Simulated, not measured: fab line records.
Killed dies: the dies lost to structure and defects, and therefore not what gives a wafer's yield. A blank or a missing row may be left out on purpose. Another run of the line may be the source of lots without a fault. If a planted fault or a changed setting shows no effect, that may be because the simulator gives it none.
Which tool is to blame?	flow gf180mcu	14 lots with 42 wafers sampled at 4 steps, on a route of 602 steps

## WHAT EACH GAUGE READ, for each wafer
GF_LVPWELL_OVL_MEAS_07.
lot	measured	on	LVPWELL_OVL (nm)
L775	day 3 20:46	overlay-02	0.2 -0.7 0.4
L781	day 5 05:04	overlay-01	0.9 0.6 0.4
L783	day 5 17:41	overlay-01	-0.7 -0.8 1.1
L787	day 6 13:49	overlay-02	2.8 1.4 1.8
L789	day 7 02:11	overlay-02	-1.0 -0.3 -2.1
L790	day 7 07:14	overlay-01	0.5 0.6 0.2
L791	day 7 13:28	overlay-01	-0.6 1.3 0.6
L793	day 8 10:10	overlay-01	2.5 1.3 0.7
L795	day 8 15:16	overlay-02	-2.3 -3.2 -3.9
L796	day 8 21:16	overlay-02	0.5 2.3 0.3
L798	day 9 10:59	overlay-02	3.1 2.6 2.4

GF_VT_IMPLANT_RS_MEAS_47: uses a four-point probe to measure.
lot	measured	on	NWELL_RS (ohm/sq)
L775	day 7 13:11	film-metro-04	498.3 500.1 497.2
L781	day 9 03:08	film-metro-01	498.8 496.7 499.8
L783	day 9 18:54	film-metro-01	498.7 496.9 497.3
L787	day 10 20:59	film-metro-04	498.5 497.5 498.6
L789	day 11 16:00	film-metro-01	496.3 497.7 496.2
L790	day 11 17:22	film-metro-04	499.0 498.5 498.1
L791	day 11 21:29	film-metro-04	499.3 499.2 499.1
L793	day 12 22:59	film-metro-01	496.4 496.8 497.2
L795	day 13 11:41	film-metro-01	497.5 497.8 497.3
L796	day 13 13:50	film-metro-01	497.6 498.4 497.2
L798	day 14 06:52	film-metro-01	498.9 497.2 499.0

## WHAT TOOL EACH LOT RAN ON (gives the tool, then ch and the chambers of the sampled wafers, and finally the start)
lot	GF_STI_ETCH_14	GF_STI_CMP_25
L775	rie-si-01 ch 0,3, day 2 01:52	cmp-02 ch 1,2,3, day 2 04:15
L778	rie-si-01 ch 0,2, day 2 19:32	cmp-02 ch 0,2,3, day 2 21:23
L779	rie-si-02 ch 1,2,3, day 2 22:28	cmp-01 ch 1,2,3, day 3 00:42
L780	rie-si-01 ch 0,2,3, day 3 03:35	cmp-02 ch 1,3, day 3 06:12
L781	rie-si-02 ch 1,2, day 3 07:46	cmp-01 ch 0,1,3, day 3 09:55
L783	rie-si-02 ch 0,2,3, day 3 20:16	cmp-01 ch 0,1,3, day 3 22:25
L787	rie-si-02 ch 0,2, day 4 14:37	cmp-01 ch 0,1, day 4 16:50
L789	rie-si-02 ch 0,2,3, day 5 01:49	cmp-01 ch 0,2, day 5 03:41
L790	rie-si-01 ch 1,2, day 5 06:40	cmp-01 ch 1,2,3, day 5 08:31
L791	rie-si-01 ch 1,2,3, day 5 12:16	cmp-02 ch 0,1,3, day 5 14:12
L793	rie-si-02 ch 1,3, day 5 21:58	cmp-02 ch 2,3, day 6 04:26
L795	rie-si-02 ch 1,2,3, day 6 07:43	cmp-01 ch 0,1,3, day 6 12:58
L796	rie-si-02 ch 1,2, day 6 16:28	cmp-02 ch 0,1,2, day 6 18:19
L798	rie-si-02 ch 1,3, day 7 04:10	cmp-01 ch 0,2,3, day 7 06:22
- GF_STI_ETCH_14: etches Si in HBr/Cl2/O2, target depth 360 nm, time 102.9 s.
- GF_STI_CMP_25: polishes, stops on Si3N4, t overpolish 33 s, target thk 524.6 nm.

## WHAT THE TOOLS THEMSELVES READ (means of the sampled wafers that have a number; where no wafer has one, the mark that the record gives instead)
GF_STI_ETCH_14.
lot	tool	drypump-motor-current-A (A)	oes-product-au (a.u.)	throttle-valve-pct (%)
L775	rie-si-01	5.4	0.995	25.657
L778	rie-si-01	5.1	0.983	25.672
L779	rie-si-02	5.3	1.011	25.636
L780	rie-si-01	5.3	0.984	25.665
L781	rie-si-02	5.4	1.010	25.648
L783	rie-si-02	5.5	0.998	25.662
L787	rie-si-02	5.8	1.000	25.651
L789	rie-si-02	5.5	0.994	25.649
L790	rie-si-01	5.4	0.996	25.656
L791	rie-si-01	5.6	1.001	25.650
L793	rie-si-02	5.3	1.011	25.661
L795	rie-si-02	5.3	1.009	25.651
L796	rie-si-02	5.4	0.996	25.657
L798	rie-si-02	5.2	1.016	25.650

GF_STI_CMP_25.
lot	tool	edge-zone-pressure-frac	head-pressure-psi (psi)	motor-current-A (A)	overpolish-run-s (s)	time-to-endpoint-s (s)
L775	cmp-02	1.002	4.000	11.9	33.000	122
L778	cmp-02	-	-	-	-	-
L779	cmp-01	-	-	-	-	-
L780	cmp-02	-	-	-	-	-
L781	cmp-01	0.999	4.009	10.9	33.003	123
L783	cmp-01	1.001	4.001	11.2	33.002	120
L787	cmp-01	1.000	3.996	11.4	32.998	121
L789	cmp-01	1.002	3.994	11.1	32.999	119
L790	cmp-01	1.004	4.008	11.1	32.996	118
L791	cmp-02	1.001	3.998	11.7	33.010	112
L793	cmp-02	0.998	4.003	11.8	33.002	111
L795	cmp-01	1.005	3.995	11.0	33.004	125
L796	cmp-02	0.998	3.999	11.8	33.000	110
L798	cmp-01	1.000	4.000	10.9	32.994	126

## THE ANSWER, worked out from the rows above alone
Rule: the usual values come from the lots themselves. Put in order of their means at a reading, lots are off if they are a third of the lots or fewer, leave a main group of 4 or more, and stand apart from it by a gap of 3 or more times the standard deviation of the main group's means; of several such gaps the widest counts. If all means in a main group match to the digits the tables above print for the reading, that group is not used. A lot without any number at a reading at which 4 lots or more have one is off too. The other lots that the step has rows for count as sound. First the gauges in route order, then the tools' own readings, where a lot's mean is used as printed above. The first step at which some lot is off is used, and at that step the reading that is off furthest; a lot without a number counts as furthest.
Off, at GF_STI_CMP_25 on edge-zone-pressure-frac: L778, L779, L780. Without a number there: L778, L779, L780. Main group: mean 1.001, sd 0.0022.
A tool fits if, at that step or a process step before it, it ran every lot that is off, and no sound lot after the first of them. Not one of the candidates tried fits.

## WHAT THE SIMULATOR PUT IN
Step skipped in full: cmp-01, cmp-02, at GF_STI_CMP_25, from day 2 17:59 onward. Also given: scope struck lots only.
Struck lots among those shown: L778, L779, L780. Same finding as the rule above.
